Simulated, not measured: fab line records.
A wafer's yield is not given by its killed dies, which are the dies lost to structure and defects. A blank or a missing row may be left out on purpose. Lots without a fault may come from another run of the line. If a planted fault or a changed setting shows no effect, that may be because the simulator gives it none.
Matching of chambers || flow gf180mcu || GF_STI_ETCH_14 on rie_si-01 has 4 sister chambers
The step etches Si in HBr/Cl2/O2, target depth 360 nm, time 102.9 s. 4 wafers are shown with their chamber, then 9 later ones without.

## EACH WAFER AND ITS CHAMBER
{"wafer": "L832.6", "chamber": 1, "drypump_motor_current_A (A)": 5.7}
{"wafer": "L838.6", "chamber": 0, "drypump_motor_current_A (A)": 5.2}
{"wafer": "L846.4", "chamber": 3, "drypump_motor_current_A (A)": 5.5}
{"wafer": "L846.6", "chamber": 2, "drypump_motor_current_A (A)": 5.4}

## WAFERS WHOSE CHAMBER IS MISSING
{"wafer": "L849.1", "drypump_motor_current_A (A)": 5.6}
{"wafer": "L849.3", "drypump_motor_current_A (A)": 5.4}
{"wafer": "L849.5", "drypump_motor_current_A (A)": 5.2}
{"wafer": "L850.1", "drypump_motor_current_A (A)": 5.2}
{"wafer": "L850.2", "drypump_motor_current_A (A)": 5.6}
{"wafer": "L850.6", "drypump_motor_current_A (A)": 5.4}
{"wafer": "L851.3", "drypump_motor_current_A (A)": 5.4}
{"wafer": "L851.4", "drypump_motor_current_A (A)": 5.6}
{"wafer": "L851.5", "drypump_motor_current_A (A)": 5.1}

## WHICH CHAMBER EACH ONE RAN IN
{"wafer": "L849.1", "from the rows above": "can't be placed: 3 or 1 or 2", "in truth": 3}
{"wafer": "L849.3", "from the rows above": "can't be placed: 2 or 3", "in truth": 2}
{"wafer": "L849.5", "from the rows above": 0, "in truth": 0}
{"wafer": "L850.1", "from the rows above": 0, "in truth": 0}
{"wafer": "L850.2", "from the rows above": "can't be placed: 3 or 1 or 2", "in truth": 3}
{"wafer": "L850.6", "from the rows above": "can't be placed: 2 or 3", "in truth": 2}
{"wafer": "L851.3", "from the rows above": "can't be placed: 2 or 3", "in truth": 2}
{"wafer": "L851.4", "from the rows above": "can't be placed: 3 or 1 or 2", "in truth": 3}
{"wafer": "L851.5", "from the rows above": 0, "in truth": 0}
Placed correctly: 3 of 9. These rows do not allow placing 6 (true chamber among the candidates in 6). Wrongly placed: 0.
How it was worked out, from the rows above alone: a wafer's distance from a chamber is the root of the sum, over the readings, of the square of ((its reading less the chamber's mean) divided by the reading's scatter). The wafer belongs to the nearest chamber; if the next one is less than 2 further off, it can't be placed. Each chamber's mean is taken over the wafers shown for it. The scatter (one wafer shown for each chamber): square how far every hidden wafer sits from the nearest shown wafer, average those squares and take the square root.
